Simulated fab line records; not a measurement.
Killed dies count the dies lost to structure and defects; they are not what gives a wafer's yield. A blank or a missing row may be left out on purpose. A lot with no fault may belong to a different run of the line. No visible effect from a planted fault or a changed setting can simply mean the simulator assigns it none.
Which of the tools did it? || flow sfq-line || 14 lots with 42 wafers sampled at 4 steps, on a route of 325 steps

== WHAT THE GAUGES SHOWED, per wafer ==
Not one reading of a measure or inspect step in the record can be checked against a usual standard deviation.

== TOOL THAT RAN EACH LOT (tool first, then ch and the chambers of the sampled wafers, then the start) ==
{"lot": "L337", "SFQ_TRILAYER_I1_VIA_BARC_OPEN_VIA_ETCH_071": "rie-diel-03 ch 0,3, day 17 07:23", "SFQ_TRILAYER_I2_VIA_STRIP_STRIP_071": "rie-metal-02 ch 0,1, day 26 02:11", "SFQ_TRILAYER_I4_CMP_CMP_100": "cmp-02 ch 0,1,3, day 35 08:50", "SFQ_TRILAYER_M5_LITHO_EXPOSE_124": "krf-scanner-01 ch 0, day 43 05:24"}
{"lot": "L338", "SFQ_TRILAYER_I1_VIA_BARC_OPEN_VIA_ETCH_071": "rie-diel-04 ch 0,1,2, day 17 22:53", "SFQ_TRILAYER_I2_VIA_STRIP_STRIP_071": "rie-metal-01 ch 0,1, day 26 13:59", "SFQ_TRILAYER_I4_CMP_CMP_100": "cmp-01 ch 0,1,3, day 35 22:41", "SFQ_TRILAYER_M5_LITHO_EXPOSE_124": "krf-scanner-01 ch 0, day 44 06:33"}
{"lot": "L340", "SFQ_TRILAYER_I1_VIA_BARC_OPEN_VIA_ETCH_071": "rie-diel-03 ch 0,1, day 18 05:38", "SFQ_TRILAYER_I2_VIA_STRIP_STRIP_071": "rie-metal-04 ch 0,1, day 27 02:03", "SFQ_TRILAYER_I4_CMP_CMP_100": "cmp-01 ch 0,1,2, day 36 10:41", "SFQ_TRILAYER_M5_LITHO_EXPOSE_124": "krf-scanner-01 ch 0, day 44 18:33"}
{"lot": "L341", "SFQ_TRILAYER_I1_VIA_BARC_OPEN_VIA_ETCH_071": "rie-diel-03 ch 0,2,3, day 18 16:26", "SFQ_TRILAYER_I2_VIA_STRIP_STRIP_071": "rie-metal-01 ch 1, day 27 09:15", "SFQ_TRILAYER_I4_CMP_CMP_100": "cmp-01 ch 1,2,3, day 36 13:41", "SFQ_TRILAYER_M5_LITHO_EXPOSE_124": "krf-scanner-01 ch 0, day 45 00:45"}
{"lot": "L342", "SFQ_TRILAYER_I1_VIA_BARC_OPEN_VIA_ETCH_071": "rie-diel-01 ch 1,2,3, day 19 03:14", "SFQ_TRILAYER_I2_VIA_STRIP_STRIP_071": "rie-metal-04 ch 0,1, day 27 23:39", "SFQ_TRILAYER_I4_CMP_CMP_100": "cmp-01 ch 0,1,2, day 37 05:11", "SFQ_TRILAYER_M5_LITHO_EXPOSE_124": "krf-scanner-01 ch 0, day 45 18:20"}
{"lot": "L344", "SFQ_TRILAYER_I1_VIA_BARC_OPEN_VIA_ETCH_071": "rie-diel-03 ch 1,2,3, day 19 11:38", "SFQ_TRILAYER_I2_VIA_STRIP_STRIP_071": "rie-metal-01 ch 0,1, day 28 09:11", "SFQ_TRILAYER_I4_CMP_CMP_100": "cmp-02 ch 1,2,3, day 37 10:20", "SFQ_TRILAYER_M5_LITHO_EXPOSE_124": "krf-scanner-01 ch 0, day 46 03:16"}
{"lot": "L345", "SFQ_TRILAYER_I1_VIA_BARC_OPEN_VIA_ETCH_071": "rie-diel-01 ch 0,2,3, day 20 09:14", "SFQ_TRILAYER_I2_VIA_STRIP_STRIP_071": "rie-metal-04 ch 0,1, day 29 07:59", "SFQ_TRILAYER_I4_CMP_CMP_100": "cmp-02 ch 0,3, day 38 10:20", "SFQ_TRILAYER_M5_LITHO_EXPOSE_124": "krf-scanner-01 ch 0, day 47 11:03"}
{"lot": "L348", "SFQ_TRILAYER_I1_VIA_BARC_OPEN_VIA_ETCH_071": "rie-diel-01 ch 0,1,3, day 21 12:50", "SFQ_TRILAYER_I2_VIA_STRIP_STRIP_071": "rie-metal-04 ch 0,1, day 31 03:56", "SFQ_TRILAYER_I4_CMP_CMP_100": "cmp-01 ch 0,2,3, day 40 08:11", "SFQ_TRILAYER_M5_LITHO_EXPOSE_124": "krf-scanner-01 ch 0, day 50 20:47"}
{"lot": "L351", "SFQ_TRILAYER_I1_VIA_BARC_OPEN_VIA_ETCH_071": "rie-diel-04 ch 1,2, day 23 03:12", "SFQ_TRILAYER_I2_VIA_STRIP_STRIP_071": "rie-metal-01 ch 1, day 32 16:35", "SFQ_TRILAYER_I4_CMP_CMP_100": "cmp-01 ch 0,2,3, day 41 17:11", "SFQ_TRILAYER_M5_LITHO_EXPOSE_124": "krf-scanner-02 ch 0, day 52 21:59"}
{"lot": "L354", "SFQ_TRILAYER_I1_VIA_BARC_OPEN_VIA_ETCH_071": "rie-diel-01 ch 0,1,2, day 24 04:47", "SFQ_TRILAYER_I2_VIA_STRIP_STRIP_071": "rie-metal-04 ch 0,1, day 34 03:31", "SFQ_TRILAYER_I4_CMP_CMP_100": "cmp-02 ch 0,1, day 43 07:18", "SFQ_TRILAYER_M5_LITHO_EXPOSE_124": "krf-scanner-02 ch 0, day 56 08:26"}
{"lot": "L356", "SFQ_TRILAYER_I1_VIA_BARC_OPEN_VIA_ETCH_071": "rie-diel-04 ch 1,2,3, day 24 18:59", "SFQ_TRILAYER_I2_VIA_STRIP_STRIP_071": "rie-metal-02 ch 0,1, day 34 17:47", "SFQ_TRILAYER_I4_CMP_CMP_100": "cmp-02 ch 0,1, day 43 23:24", "SFQ_TRILAYER_M5_LITHO_EXPOSE_124": "krf-scanner-01 ch 0, day 57 01:29"}
{"lot": "L357", "SFQ_TRILAYER_I1_VIA_BARC_OPEN_VIA_ETCH_071": "rie-diel-04 ch 1,3, day 25 11:26", "SFQ_TRILAYER_I2_VIA_STRIP_STRIP_071": "rie-metal-01 ch 0,1, day 35 06:59", "SFQ_TRILAYER_I4_CMP_CMP_100": "cmp-01 ch 0,1, day 44 13:59", "SFQ_TRILAYER_M5_LITHO_EXPOSE_124": "krf-scanner-01 ch 0, day 57 21:53"}
{"lot": "L358", "SFQ_TRILAYER_I1_VIA_BARC_OPEN_VIA_ETCH_071": "rie-diel-04 ch 2,3, day 25 21:02", "SFQ_TRILAYER_I2_VIA_STRIP_STRIP_071": "rie-metal-04 ch 1, day 35 17:47", "SFQ_TRILAYER_I4_CMP_CMP_100": "cmp-01 ch 0,3, day 44 19:59", "SFQ_TRILAYER_M5_LITHO_EXPOSE_124": "krf-scanner-01 ch 0, day 58 12:17"}
{"lot": "L359", "SFQ_TRILAYER_I1_VIA_BARC_OPEN_VIA_ETCH_071": "rie-diel-01 ch 0,2,3, day 26 12:04", "SFQ_TRILAYER_I2_VIA_STRIP_STRIP_071": "rie-metal-04 ch 0,1, day 36 06:59", "SFQ_TRILAYER_I4_CMP_CMP_100": "cmp-01 ch 0,1,2, day 45 10:59", "SFQ_TRILAYER_M5_LITHO_EXPOSE_124": "krf-scanner-01 ch 0, day 59 18:50"}
- SFQ_TRILAYER_I1_VIA_BARC_OPEN_VIA_ETCH_071: etches BARC in O2, target depth 125 nm, time 41.7 s.
- SFQ_TRILAYER_I2_VIA_STRIP_STRIP_071: strips in O2.
- SFQ_TRILAYER_I4_CMP_CMP_100: polishes SiO2.
- SFQ_TRILAYER_M5_LITHO_EXPOSE_124: exposes mask M5, target cd 700 nm.

== AS READ BY THE TOOLS THEMSELVES (means over the sampled wafers that have a number; for cases with no such wafer, the mark the record gives instead) ==
SFQ_TRILAYER_I1_VIA_BARC_OPEN_VIA_ETCH_071.
{"lot": "L337", "tool": "rie-diel-03", "drypump-motor-current-A (A)": 6.1, "oes-product-au (a.u.)": 0.687}
{"lot": "L338", "tool": "rie-diel-04", "drypump-motor-current-A (A)": 5.3, "oes-product-au (a.u.)": 0.686}
{"lot": "L340", "tool": "rie-diel-03", "drypump-motor-current-A (A)": 5.8, "oes-product-au (a.u.)": 0.687}
{"lot": "L341", "tool": "rie-diel-03", "drypump-motor-current-A (A)": 5.9, "oes-product-au (a.u.)": 0.684}
{"lot": "L342", "tool": "rie-diel-01", "drypump-motor-current-A (A)": 5.4, "oes-product-au (a.u.)": 0.683}
{"lot": "L344", "tool": "rie-diel-03", "drypump-motor-current-A (A)": 5.7, "oes-product-au (a.u.)": 0.681}
{"lot": "L345", "tool": "rie-diel-01", "drypump-motor-current-A (A)": 5.4, "oes-product-au (a.u.)": 0.687}
{"lot": "L348", "tool": "rie-diel-01", "drypump-motor-current-A (A)": 5.2, "oes-product-au (a.u.)": 0.688}
{"lot": "L351", "tool": "rie-diel-04", "drypump-motor-current-A (A)": 5.6, "oes-product-au (a.u.)": 0.694}
{"lot": "L354", "tool": "rie-diel-01", "drypump-motor-current-A (A)": 5.4, "oes-product-au (a.u.)": 0.687}
{"lot": "L356", "tool": "rie-diel-04", "drypump-motor-current-A (A)": 5.3, "oes-product-au (a.u.)": 0.684}
{"lot": "L357", "tool": "rie-diel-04", "drypump-motor-current-A (A)": 5.4, "oes-product-au (a.u.)": 0.683}
{"lot": "L358", "tool": "rie-diel-04", "drypump-motor-current-A (A)": 5.2, "oes-product-au (a.u.)": 0.684}
{"lot": "L359", "tool": "rie-diel-01", "drypump-motor-current-A (A)": 5.4, "oes-product-au (a.u.)": 0.689}

SFQ_TRILAYER_I2_VIA_STRIP_STRIP_071.
{"lot": "L337", "tool": "rie-metal-02", "drypump-motor-current-A (A)": 6.0, "oes-product-au (a.u.)": 0.998}
{"lot": "L338", "tool": "rie-metal-01", "drypump-motor-current-A (A)": 5.9, "oes-product-au (a.u.)": 0.999}
{"lot": "L340", "tool": "rie-metal-04", "drypump-motor-current-A (A)": 6.1, "oes-product-au (a.u.)": 0.999}
{"lot": "L341", "tool": "rie-metal-01", "drypump-motor-current-A (A)": 5.9, "oes-product-au (a.u.)": 0.984}
{"lot": "L342", "tool": "rie-metal-04", "drypump-motor-current-A (A)": 6.1, "oes-product-au (a.u.)": 0.996}
{"lot": "L344", "tool": "rie-metal-01", "drypump-motor-current-A (A)": 5.8, "oes-product-au (a.u.)": 0.981}
{"lot": "L345", "tool": "rie-metal-04", "drypump-motor-current-A (A)": 5.7, "oes-product-au (a.u.)": 0.995}
{"lot": "L348", "tool": "rie-metal-04", "drypump-motor-current-A (A)": 6.0, "oes-product-au (a.u.)": 0.996}
{"lot": "L351", "tool": "rie-metal-01", "drypump-motor-current-A (A)": 5.9, "oes-product-au (a.u.)": 0.975}
{"lot": "L354", "tool": "rie-metal-04", "drypump-motor-current-A (A)": 5.7, "oes-product-au (a.u.)": 0.995}
{"lot": "L356", "tool": "rie-metal-02", "drypump-motor-current-A (A)": 6.0, "oes-product-au (a.u.)": 0.995}
{"lot": "L357", "tool": "rie-metal-01", "drypump-motor-current-A (A)": 5.8, "oes-product-au (a.u.)": 0.996}
{"lot": "L358", "tool": "rie-metal-04", "drypump-motor-current-A (A)": 5.4, "oes-product-au (a.u.)": 0.995}
{"lot": "L359", "tool": "rie-metal-04", "drypump-motor-current-A (A)": 6.1, "oes-product-au (a.u.)": 1.010}

SFQ_TRILAYER_I4_CMP_CMP_100.
{"lot": "L337", "tool": "cmp-02", "head-pressure-psi (psi)": 2.995, "motor-current-A (A)": 10.2, "slurry-filter-dp-kPa (kPa)": 13.43, "time-to-endpoint-s (s)": 218}
{"lot": "L338", "tool": "cmp-01", "head-pressure-psi (psi)": 3.006, "motor-current-A (A)": 10.9, "slurry-filter-dp-kPa (kPa)": 13.62, "time-to-endpoint-s (s)": 214}
{"lot": "L340", "tool": "cmp-01", "head-pressure-psi (psi)": 2.999, "motor-current-A (A)": 10.0, "slurry-filter-dp-kPa (kPa)": 13.44, "time-to-endpoint-s (s)": 218}
{"lot": "L341", "tool": "cmp-01", "head-pressure-psi (psi)": 2.999, "motor-current-A (A)": 10.5, "slurry-filter-dp-kPa (kPa)": 13.57, "time-to-endpoint-s (s)": 225}
{"lot": "L342", "tool": "cmp-01", "head-pressure-psi (psi)": 3.001, "motor-current-A (A)": 10.0, "slurry-filter-dp-kPa (kPa)": 13.61, "time-to-endpoint-s (s)": 217}
{"lot": "L344", "tool": "cmp-02", "head-pressure-psi (psi)": 3.000, "motor-current-A (A)": 10.1, "slurry-filter-dp-kPa (kPa)": 13.42, "time-to-endpoint-s (s)": 203}
{"lot": "L345", "tool": "cmp-02", "head-pressure-psi (psi)": 3.006, "motor-current-A (A)": 10.9, "slurry-filter-dp-kPa (kPa)": 13.32, "time-to-endpoint-s (s)": 225}
{"lot": "L348", "tool": "cmp-01", "head-pressure-psi (psi)": 3.002, "motor-current-A (A)": 11.0, "slurry-filter-dp-kPa (kPa)": 13.41, "time-to-endpoint-s (s)": 221}
{"lot": "L351", "tool": "cmp-01", "head-pressure-psi (psi)": 3.001, "motor-current-A (A)": 11.0, "slurry-filter-dp-kPa (kPa)": 13.47, "time-to-endpoint-s (s)": 215}
{"lot": "L354", "tool": "cmp-02", "head-pressure-psi (psi)": 2.996, "motor-current-A (A)": 11.0, "slurry-filter-dp-kPa (kPa)": 13.56, "time-to-endpoint-s (s)": 224}
{"lot": "L356", "tool": "cmp-02", "head-pressure-psi (psi)": 2.997, "motor-current-A (A)": 11.3, "slurry-filter-dp-kPa (kPa)": 13.52, "time-to-endpoint-s (s)": 222}
{"lot": "L357", "tool": "cmp-01", "head-pressure-psi (psi)": 2.993, "motor-current-A (A)": 10.1, "slurry-filter-dp-kPa (kPa)": 13.49, "time-to-endpoint-s (s)": 212}
{"lot": "L358", "tool": "cmp-01", "head-pressure-psi (psi)": 3.004, "motor-current-A (A)": 11.4, "slurry-filter-dp-kPa (kPa)": 13.45, "time-to-endpoint-s (s)": 218}
{"lot": "L359", "tool": "cmp-01", "head-pressure-psi (psi)": 3.008, "motor-current-A (A)": 10.3, "slurry-filter-dp-kPa (kPa)": 13.47, "time-to-endpoint-s (s)": 215}

SFQ_TRILAYER_M5_LITHO_EXPOSE_124.
{"lot": "L337", "tool": "krf-scanner-01", "exposure-dose-mJ-cm2": 14.405}
{"lot": "L338", "tool": "krf-scanner-01", "exposure-dose-mJ-cm2": 14.393}
{"lot": "L340", "tool": "krf-scanner-01", "exposure-dose-mJ-cm2": 14.403}
{"lot": "L341", "tool": "krf-scanner-01", "exposure-dose-mJ-cm2": 14.373}
{"lot": "L342", "tool": "krf-scanner-01", "exposure-dose-mJ-cm2": 14.400}
{"lot": "L344", "tool": "krf-scanner-01", "exposure-dose-mJ-cm2": 14.392}
{"lot": "L345", "tool": "krf-scanner-01", "exposure-dose-mJ-cm2": 14.389}
{"lot": "L348", "tool": "krf-scanner-01", "exposure-dose-mJ-cm2": 14.396}
{"lot": "L351", "tool": "krf-scanner-02", "exposure-dose-mJ-cm2": 15.132}
{"lot": "L354", "tool": "krf-scanner-02", "exposure-dose-mJ-cm2": 15.118}
{"lot": "L356", "tool": "krf-scanner-01", "exposure-dose-mJ-cm2": 14.392}
{"lot": "L357", "tool": "krf-scanner-01", "exposure-dose-mJ-cm2": 14.407}
{"lot": "L358", "tool": "krf-scanner-01", "exposure-dose-mJ-cm2": 14.438}
{"lot": "L359", "tool": "krf-scanner-01", "exposure-dose-mJ-cm2": 14.394}

== THE ANSWER, worked out from the rows above alone ==
Rule: the lots themselves supply what counts as usual. The widest of any qualifying gaps counts: lots, ordered by their means at a reading, are off when they make up no more than a third of the lots, leave a main group of 4 or more, and stand apart from it by 3 or more times the standard deviation of that group's means. Not used: any main group whose means are identical at the precision the tables above print for the reading. A lot without any number at a reading at which 4 lots or more have one is off too. Where the step has rows for the other lots, those lots are counted as sound. First the gauges in route order, then the tools' own readings, where a lot's mean is used as printed above. The first step at which some lot is off is used, and at that step the reading that is off furthest; a lot without a number counts as furthest.
Off: L351, L354, at SFQ_TRILAYER_M5_LITHO_EXPOSE_124 (exposure-dose-mJ-cm2). Mean 14.399 and standard deviation 0.015 in the main group.
If a tool, at that step or one of the process steps before it, ran each lot that is off and ran no sound lot following the first of them, it fits. One candidate fits, namely krf-scanner-02 at SFQ_TRILAYER_M5_LITHO_EXPOSE_124. It ran no sound lot before its first lot that is off in this sample, so the start can't be narrowed down.
The tool's own readings at SFQ_TRILAYER_M5_LITHO_EXPOSE_124 bear it out: on the lots that are off they differ by more than 5 times the standard deviation of the sound lots' means. exposure-dose-mJ-cm2 reads 15.125 there against 14.399 on the sound lots.

== WHAT THE SIMULATOR HAD INSERTED ==
Process parameters drifting: krf-scanner-02 at SFQ_TRILAYER_M5_LITHO_EXPOSE_124, beginning at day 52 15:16. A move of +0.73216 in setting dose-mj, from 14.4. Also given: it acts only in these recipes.
Struck lots among those shown: L351, L354. Same finding as the rule above.
